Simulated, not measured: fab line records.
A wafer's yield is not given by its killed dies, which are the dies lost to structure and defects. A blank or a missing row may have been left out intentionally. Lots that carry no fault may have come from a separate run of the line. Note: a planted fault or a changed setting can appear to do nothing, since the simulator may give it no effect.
A lot that was struck, set against a sound lot + flow sky130 + 23 steps out of a route of 708
Sound: the wafers L578.2, L578.4, L578.5. Wafers L587.1, L587.2, L587.6 were the ones struck. The cause comes at the end.
Each step with rows lists, per side, the tool, then ch with its chambers, then its first start. Under that, the readings that differ: sound wafers + struck wafers + difference of the means + sigmas: that difference in standard deviations of wafers without a fault.
alike: a reading whose means differ by less than 2 such deviations, as well as words and numbers matching on both sides. not compared: withheld readings; readings where some wafer has no value; bounds like >300 that might hide an equal value; numbers whose values overlap and for which the record gives no deviation.
A row with sigmas, a row that says differs or no value, or rows on one side alone: a step with any of these is where the two part. Numbers that don't overlap but have no deviation are shown without sigmas and don't part them. Lack of a reading on every wafer of one side parts them only where that side has two or more wafers.

first, 8 steps without rows for these wafers: SKY_RES_XHIGH_DEHYDRATE_00 (time 60 s); SKY_RES_XHIGH_HMDS_01 (prime time 60 s); SKY_RES_XHIGH_COAT_02 (resist thk 1140 nm); SKY_RES_XHIGH_SOFTBAKE_03 (time 60 s); SKY_RES_XHIGH_EXPOSE_04 (exposes mask URPM, target cd 1270 nm); SKY_RES_XHIGH_PEB_05; SKY_RES_XHIGH_DEVELOP_06 (develop time 60 s); SKY_RES_XHIGH_IMPLANT_07.
SKY_RES_XHIGH_STRIP_08: strips in O2/N2.
  sound on plasma-asher-01 ch 0,1, day 27 11:23; struck on plasma-asher-03 ch 0,1, day 30 16:55
  alike: drypump-motor-current-A, oes-product-au, strip-time-to-endpoint-s
  not compared: rf-hours-counter-h
SKY_RES_XHIGH_TW_MEAS_09:
  struck on film-metro-04, day 30 17:01; sound on film-metro-01, day 27 11:29
  alike: RES_XHIGH_TW
then, 2 steps without rows for these wafers: SKY_SD_N_DEHYDRATE_00 (time 60 s); SKY_SD_N_HMDS_01 (prime time 60 s).
SKY_SD_N_COAT_02: resist thk 1140 nm.
  sound on litho-track-01 ch 0, day 28 01:27; struck on litho-track-02 ch 0, day 31 07:10
| reading                                   | sound          | struck            | difference | sigmas |
|-------------------------------------------|----------------|-------------------|------------|--------|
| model.NOVOLAK_of_SD_N_COAT_02.thk-nm (nm) | 1136 1136 1132 | 696.8 694.1 696.7 | -438.8     |        |
  alike: spin-speed-rpm
then, 3 steps without rows for these wafers: SKY_SD_N_SOFTBAKE_03 (time 60 s); SKY_SD_N_EXPOSE_04 (exposes mask NSDM, target cd 380 nm); SKY_SD_N_PEB_05.
SKY_SD_N_DEVELOP_06: develop time 60 s.
  sound on litho-track-03 ch 0, day 28 16:07; struck on litho-track-03 ch 0, day 31 20:23
| reading                                   | sound          | struck            | difference | sigmas |
|-------------------------------------------|----------------|-------------------|------------|--------|
| model.NOVOLAK_of_SD_N_COAT_02.thk-nm (nm) | 1136 1135 1132 | 696.4 693.7 696.3 | -438.9     |        |
SKY_SD_N_CD_MEAS_07 targets a cd of 380 nm.
  struck on cd-sem-02, day 31 20:32; sound on cd-sem-02, day 28 16:15
| reading    | sound             | struck            | difference | sigmas |
|------------|-------------------|-------------------|------------|--------|
| cd-nm (nm) | 374.2 376.9 376.6 | 433.6 432.1 434.8 | +57.6      | +21    |
SKY_SD_N_OVL_MEAS_08:
  struck on overlay-01, day 31 20:39; sound on overlay-02, day 28 16:22
  alike: SD_N_OVL
then, 2 steps without rows for these wafers: SKY_SD_N_IMPLANT_09; SKY_SD_N_IMPLANT_10.
SKY_SD_N_STRIP_11: strips in O2/N2.
  sound on plasma-asher-04 ch 0,1, day 28 16:41; struck on plasma-asher-04 ch 0,1, day 31 20:59
| reading                      | sound             | struck            | difference | sigmas      |
|------------------------------|-------------------|-------------------|------------|-------------|
| oes-product-au (a.u.)        | 0.528 0.523 0.528 | 0.469 0.476 0.470 | -0.055     | -12         |
| strip-time-to-endpoint-s (s) | 22.51 22.53 22.48 | 17.52 17.49 17.52 | -5.00      | -99 or more |
  alike: drypump-motor-current-A
  not compared: rf-hours-counter-h
SKY_SD_N_TW_MEAS_12:
  struck on film-metro-04, day 31 21:05; sound on film-metro-04, day 28 16:48
  alike: SD_N_TW

WHERE THEY PART
First at SKY_SD_N_CD_MEAS_07; last, within this record, at SKY_SD_N_STRIP_11. Later steps at which nothing parts them and some readings are alike: SKY_SD_N_TW_MEAS_12.

WHY: the cause the simulator had injected
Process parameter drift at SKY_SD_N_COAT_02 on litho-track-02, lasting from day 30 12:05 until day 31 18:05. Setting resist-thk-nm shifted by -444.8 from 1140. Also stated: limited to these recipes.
